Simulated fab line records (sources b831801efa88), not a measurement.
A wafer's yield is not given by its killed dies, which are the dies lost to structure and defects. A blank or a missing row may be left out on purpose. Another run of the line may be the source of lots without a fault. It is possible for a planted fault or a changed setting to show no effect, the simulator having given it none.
Which tool did it? + flow sky130 + 39 wafers from 13 lots sampled at 2 of the route's 708 steps

== WHAT THE GAUGES READ, wafer by wafer ==
SKY_VIA2_CD_MEAS_12: target cd 200 nm. Usual: cdNm 200.1 nm, standard deviation 1.4.
| lot  | measured     | on       | cdNm (nm)         | flag |
|------|--------------|----------|-------------------|------|
| L501 | day 36 02:17 | cdSem-02 | 197.8 198.5 197.4 |      |
| L502 | day 36 11:17 | cdSem-01 | 200.4 200.2 199.3 |      |
| L503 | day 36 18:40 | cdSem-02 | 199.5 199.9 199.9 |      |
| L506 | day 37 15:58 | cdSem-02 | 201.1 200.0 200.5 |      |
| L507 | day 38 03:15 | cdSem-02 | 200.6 199.2 200.1 |      |
| L511 | day 39 16:13 | cdSem-02 | 200.7 200.3 199.5 |      |
| L516 | day 41 00:04 | cdSem-02 | 200.1 199.9 200.3 |      |
| L517 | day 41 03:57 | cdSem-02 | 198.4 198.7 200.3 |      |
| L519 | day 41 16:51 | cdSem-01 | 198.0 199.0 198.1 |      |
| L520 | day 42 04:28 | cdSem-02 | 201.9 201.0 200.9 |      |
| L521 | day 42 09:50 | cdSem-01 | 199.8 199.9 199.2 |      |
| L522 | day 42 11:51 | cdSem-01 | 200.0 200.0 199.3 |      |
| L523 | day 42 17:39 | cdSem-01 | 200.2 197.7 199.2 |      |

== EACH LOT AND THE TOOL THAT RAN IT (in order: tool; ch and the chambers of the sampled wafers; start) ==
| lot  | SKY_DNWELL_DEVELOP_06           |
|------|---------------------------------|
| L501 | lithoTrack-01 ch 0, day 3 02:00 |
| L502 | lithoTrack-03 ch 0, day 3 10:00 |
| L503 | lithoTrack-03 ch 0, day 3 17:00 |
| L506 | lithoTrack-03 ch 0, day 4 09:00 |
| L507 | lithoTrack-01 ch 0, day 4 13:00 |
| L511 | lithoTrack-01 ch 0, day 5 09:00 |
| L516 | lithoTrack-02 ch 0, day 6 18:00 |
| L517 | lithoTrack-02 ch 0, day 6 21:00 |
| L519 | lithoTrack-03 ch 0, day 7 04:00 |
| L520 | lithoTrack-01 ch 0, day 7 16:00 |
| L521 | lithoTrack-03 ch 0, day 7 22:00 |
| L522 | lithoTrack-02 ch 0, day 7 23:00 |
| L523 | lithoTrack-02 ch 0, day 8 05:00 |
- SKY_DNWELL_DEVELOP_06: develop time 60 s.

== AS READ BY THE TOOLS THEMSELVES (means over the sampled wafers that have a number; for cases with no such wafer, the mark the record gives instead) ==
SKY_DNWELL_DEVELOP_06. Usual: developerTempC 23.01 C, standard deviation 0.092.
| lot  | tool          | developerTempC (C) | flag |
|------|---------------|--------------------|------|
| L501 | lithoTrack-01 | 22.99              |      |
| L502 | lithoTrack-03 | 23.01              |      |
| L503 | lithoTrack-03 | 22.95              |      |
| L506 | lithoTrack-03 | 23.04              |      |
| L507 | lithoTrack-01 | 23.95              | OFF  |
| L511 | lithoTrack-01 | 23.93              | OFF  |
| L516 | lithoTrack-02 | 23.18              |      |
| L517 | lithoTrack-02 | 22.95              |      |
| L519 | lithoTrack-03 | 23.03              |      |
| L520 | lithoTrack-01 | 23.12              |      |
| L521 | lithoTrack-03 | 23.03              |      |
| L522 | lithoTrack-02 | 22.97              |      |
| L523 | lithoTrack-02 | 23.08              |      |

== THE ANSWER, worked out from the rows above alone ==
Rule: a lot counts as off when the mean over its wafers that have a number is more than 3 standard deviations away from the usual mean. Also off: a lot with no number at a reading for which 4 or more lots have one. The other lots that the step has rows for count as sound. Order of review: gauges by route order, followed by the tools' own readings, for which a lot's mean as printed above is used. At the first step where some lot is off, the reading lying furthest off is the one used; lots without a number count as furthest.
Off at SKY_DNWELL_DEVELOP_06 (developerTempC): L507, L511.
A tool fits if, at that step or a process step before it, it ran every lot that is off, and no sound lot after the first of them. No candidate that was tried fits.

== WHAT THE SIMULATOR HAD INSERTED ==
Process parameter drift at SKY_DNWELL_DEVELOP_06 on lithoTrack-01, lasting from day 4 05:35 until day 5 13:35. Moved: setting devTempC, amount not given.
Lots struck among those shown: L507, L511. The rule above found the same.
